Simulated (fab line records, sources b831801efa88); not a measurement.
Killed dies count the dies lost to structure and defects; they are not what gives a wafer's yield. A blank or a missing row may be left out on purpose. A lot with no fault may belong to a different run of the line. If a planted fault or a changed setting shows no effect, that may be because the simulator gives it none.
Check of tool commonality | flow gf180mcu | Sample size 13 lots and 39 wafers

== REASON IT WAS OPENED ==
Of 13 lots, 2 have the reading HV_LDD_CVD_56_THK flagged at GF_HV_LDD_THK_MEAS_57. Wafers without a fault read 89.7 nm, standard deviation 0.9.
Rule: flag the lot when none of its wafers has a number, or when each of its wafers that has one lies beyond 4 standard deviations from that mean. The rest of the lots are taken to be sound.

lot  | measured     | on            | HV_LDD_CVD_56_THK (nm), wafer by wafer | flag
L752 | day 12 22:31 | film metro-01 | 91.9 91.7 90.6                         |
L754 | day 13 07:22 | film metro-01 | 89.4 88.9 90.0                         |
L756 | day 14 02:56 | film metro-04 | 89.5 88.7 89.4                         |
L757 | day 14 05:57 | film metro-02 | 89.5 90.0 90.2                         |
L760 | day 14 18:01 | film metro-01 | 88.8 88.7 89.4                         |
L759 | day 14 20:10 | film metro-01 | 91.0 90.6 90.3                         |
L761 | day 15 11:54 | film metro-02 | 91.4 91.7 91.6                         |
L762 | day 15 23:41 | film metro-04 | 89.6 89.2 89.6                         |
L769 | day 18 09:03 | film metro-02 | 89.2 89.2 88.8                         |
L772 | day 19 09:05 | film metro-04 | 81.1 80.8 81.2                         | FLAGGED
L773 | day 19 11:08 | film metro-02 | 81.7 81.7 81.7                         | FLAGGED
L774 | day 19 19:44 | film metro-01 | 89.6 90.2 90.6                         |
L775 | day 20 02:50 | film metro-04 | 90.1 89.1 90.4                         |
The mean of the flagged lots' numbers is 81.4 nm, -8.3 nm from the usual (-9 standard deviations).

== LOT BY LOT: THE TOOL USED ==
The record keeps 1 process step preceding the reading, out of 602 steps on the route. Each cell gives the tool, then ch followed by the chambers the sampled wafers passed through, then the start.
lot  | flag    | GF_HV_LDD_CVD_56
L752 |         | lpcvd-02 ch 0, day 12 20:21
L754 |         | lpcvd-02 ch 0, day 13 05:56
L756 |         | lpcvd-02 ch 0, day 14 01:31
L757 |         | lpcvd-02 ch 1, day 14 04:31
L760 |         | lpcvd-01 ch 1, day 14 16:34
L759 |         | lpcvd-01 ch 1, day 14 18:43
L761 |         | lpcvd-01 ch 0, day 15 10:27
L762 |         | lpcvd-01 ch 0, day 15 22:15
L769 |         | lpcvd-02 ch 1, day 18 07:36
L772 | FLAGGED | lpcvd-02 ch 1, day 19 07:39
L773 | FLAGGED | lpcvd-02 ch 0, day 19 09:42
L774 |         | lpcvd-01 ch 0, day 19 18:19
L775 |         | lpcvd-01 ch 0, day 20 01:24
What these steps do:
- GF_HV_LDD_CVD_56: deposits Si3N4 from DCS/NH3, target thk 90 nm, time 1543 s.
- GF_HV_LDD_THK_MEAS_57

== FLAGGED OVER TOTAL, TOOL BY TOOL (the gauges that took the reading come last) ==
step                  | tool          | lots run | flagged | share of the flagged lots | sound lots run after its first flagged lot
GF_HV_LDD_CVD_56      | lpcvd-01      | 6        | 0       | none                      | -
GF_HV_LDD_CVD_56      | lpcvd-02      | 7        | 2       | all                       | 0
GF_HV_LDD_THK_MEAS_57 | film metro-01 | 5        | 0       | none                      | -
GF_HV_LDD_THK_MEAS_57 | film metro-02 | 4        | 1       | some                      | 0
GF_HV_LDD_THK_MEAS_57 | film metro-04 | 4        | 1       | some                      | 1 (L775)

== WHAT IS ALLOWED BY THE TABLE ==
All flagged lots share 1 row of the table, namely lpcvd-02 at GF_HV_LDD_CVD_56.
- lpcvd-02 at GF_HV_LDD_CVD_56 ran 7 lots, 2 of them flagged. It ran its last sound lot, L769, at day 18 07:36 and its first flagged lot, L772, at day 19 07:39: a fault with its onset between the two fits.
Just one tool remains: lpcvd-02 at GF_HV_LDD_CVD_56.

== WHAT THE SIMULATOR HAD INSERTED ==
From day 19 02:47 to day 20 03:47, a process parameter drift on lpcvd-02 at GF_HV_LDD_CVD_56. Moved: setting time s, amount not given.
Struck lots among those shown: L772, L773. Same finding as the rule above.
